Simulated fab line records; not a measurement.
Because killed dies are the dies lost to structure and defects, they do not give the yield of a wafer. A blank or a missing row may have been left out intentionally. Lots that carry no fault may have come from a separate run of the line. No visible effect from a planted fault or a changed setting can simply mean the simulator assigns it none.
The tool behind it: which one? | flow gf180mcu | 13 lots with 39 wafers sampled at 4 steps, on a route of 602 steps

== WHAT THE GAUGES READ, wafer by wafer ==
GF_TOP_METAL_THK_MEAS_06: measures by xrf.
lot  | measured     | on            | TOP_METAL_ALCU_THK (nm)
L783 | day 27 01:17 | film-metro-02 | 898 899 894
L785 | day 27 20:36 | film-metro-02 | 908 912 912
L787 | day 28 14:11 | film-metro-03 | 917 907 909
L789 | day 29 02:29 | film-metro-01 | 910 920 917
L790 | day 29 11:46 | film-metro-02 | 919 915 922
L791 | day 29 22:39 | film-metro-02 | 908 906 917
L792 | day 30 02:10 | film-metro-02 | 910 912 905
L793 | day 30 16:17 | film-metro-01 | 917 916 913
L796 | day 31 08:02 | film-metro-03 | 900 901 902
L797 | day 31 11:16 | film-metro-02 | 924 907 912
L801 | day 32 08:25 | film-metro-02 | 930 915 927
L802 | day 32 15:21 | film-metro-03 | 893 893 886
L806 | day 33 11:32 | film-metro-02 | 917 916 908

== EACH LOT AND THE TOOL THAT RAN IT (in order: tool; ch and the chambers of the sampled wafers; start) ==
lot  | GF_V4_SPUTTER_21             | GF_V5_SPUTTER_22             | GF_V5_CVD_23
L783 | pvd-sputter-01, day 24 06:02 | pvd-sputter-03, day 27 00:19 | cvd-w-01 ch 0,1, day 27 00:21
L785 | pvd-sputter-01, day 25 02:56 | pvd-sputter-01, day 27 19:38 | cvd-w-02 ch 0,1, day 27 19:40
L787 | pvd-sputter-02, day 25 21:13 | pvd-sputter-04, day 28 13:13 | cvd-w-02 ch 0,1, day 28 13:16
L789 | pvd-sputter-04, day 26 09:16 | pvd-sputter-04, day 29 01:31 | cvd-w-01 ch 0,1, day 29 01:34
L790 | pvd-sputter-01, day 26 19:32 | pvd-sputter-03, day 29 10:48 | cvd-w-01 ch 0,1, day 29 10:50
L791 | pvd-sputter-01, day 27 08:43 | pvd-sputter-04, day 29 21:40 | cvd-w-01 ch 0,1, day 29 21:44
L792 | pvd-sputter-01, day 27 11:22 | pvd-sputter-04, day 30 01:11 | cvd-w-02 ch 0,1, day 30 01:14
L793 | pvd-sputter-02, day 27 19:58 | pvd-sputter-04, day 30 09:27 | cvd-w-02 ch 0,1, day 30 09:29
L796 | pvd-sputter-01, day 28 21:22 | pvd-sputter-04, day 31 06:49 | cvd-w-02 ch 1, day 31 06:52
L797 | pvd-sputter-02, day 29 00:11 | pvd-sputter-01, day 31 10:17 | cvd-w-01 ch 0,1, day 31 10:20
L801 | pvd-sputter-04, day 29 22:33 | pvd-sputter-01, day 32 07:26 | cvd-w-01 ch 0,1, day 32 07:28
L802 | pvd-sputter-04, day 30 07:05 | pvd-sputter-03, day 32 14:22 | cvd-w-02 ch 1, day 32 14:25
L806 | pvd-sputter-01, day 31 06:13 | pvd-sputter-03, day 33 10:33 | cvd-w-02 ch 1, day 33 10:35
- GF_V4_SPUTTER_21: material Ti, target thk 15 nm, time 80.02 s.
- GF_V5_SPUTTER_22: material TiN, target thk 10 nm, time 40 s.
- GF_V5_CVD_23: deposits W, target thk 350 nm, time 104.9 s.

== AS READ BY THE TOOLS THEMSELVES (means over the sampled wafers that have a number; for cases with no such wafer, the mark the record gives instead) ==
GF_V4_SPUTTER_21.
lot  | tool           | throttle-valve-pct (%)
L783 | pvd-sputter-01 | 31.5
L785 | pvd-sputter-01 | 30.9
L787 | pvd-sputter-02 | 29.0
L789 | pvd-sputter-04 | 29.4
L790 | pvd-sputter-01 | 31.3
L791 | pvd-sputter-01 | 31.1
L792 | pvd-sputter-01 | 30.8
L793 | pvd-sputter-02 | 29.1
L796 | pvd-sputter-01 | 31.0
L797 | pvd-sputter-02 | 29.1
L801 | pvd-sputter-04 | 29.3
L802 | pvd-sputter-04 | 30.0
L806 | pvd-sputter-01 | 31.0

GF_V5_SPUTTER_22.
lot  | tool           | throttle-valve-pct (%)
L783 | pvd-sputter-03 | 29.2
L785 | pvd-sputter-01 | 31.3
L787 | pvd-sputter-04 | 29.7
L789 | pvd-sputter-04 | 29.6
L790 | pvd-sputter-03 | 29.0
L791 | pvd-sputter-04 | 29.7
L792 | pvd-sputter-04 | 29.0
L793 | pvd-sputter-04 | 29.4
L796 | pvd-sputter-04 | 30.1
L797 | pvd-sputter-01 | 30.8
L801 | pvd-sputter-01 | 31.3
L802 | pvd-sputter-03 | 28.8
L806 | pvd-sputter-03 | 29.4

GF_V5_CVD_23.
lot  | tool     | heater-power-w (W) | susceptor-temp-C (C)
L783 | cvd-w-01 | 745                | 399.84
L785 | cvd-w-02 | 787                | 400.02
L787 | cvd-w-02 | 746                | 399.77
L789 | cvd-w-01 | 720                | 399.94
L790 | cvd-w-01 | 739                | 399.88
L791 | cvd-w-01 | 713                | 400.01
L792 | cvd-w-02 | 795                | 400.12
L793 | cvd-w-02 | 782                | 399.99
L796 | cvd-w-02 | 709                | 399.84
L797 | cvd-w-01 | 717                | 399.89
L801 | cvd-w-01 | 727                | 399.83
L802 | cvd-w-02 | 714                | 400.24
L806 | cvd-w-02 | 713                | 400.29

== THE ANSWER, worked out from the rows above alone ==
Rule: what is usual is taken from the lots themselves. The widest of any qualifying gaps counts: lots, ordered by their means at a reading, are off when they make up no more than a third of the lots, leave a main group of 4 or more, and stand apart from it by 3 or more times the standard deviation of that group's means. A main group whose means are all the same, to the digits that the tables above print for the reading, isn't used. Also off: a lot with no number at a reading for which 4 or more lots have one. Any other lot the step has rows for is counted as sound. Order of review: gauges by route order, followed by the tools' own readings, for which a lot's mean as printed above is used. At the first step where some lot is off, the reading lying furthest off is the one used; lots without a number count as furthest.
No lot is off at any reading shown: from this, nothing can be told.

== WHAT THE SIMULATOR PUT IN ==
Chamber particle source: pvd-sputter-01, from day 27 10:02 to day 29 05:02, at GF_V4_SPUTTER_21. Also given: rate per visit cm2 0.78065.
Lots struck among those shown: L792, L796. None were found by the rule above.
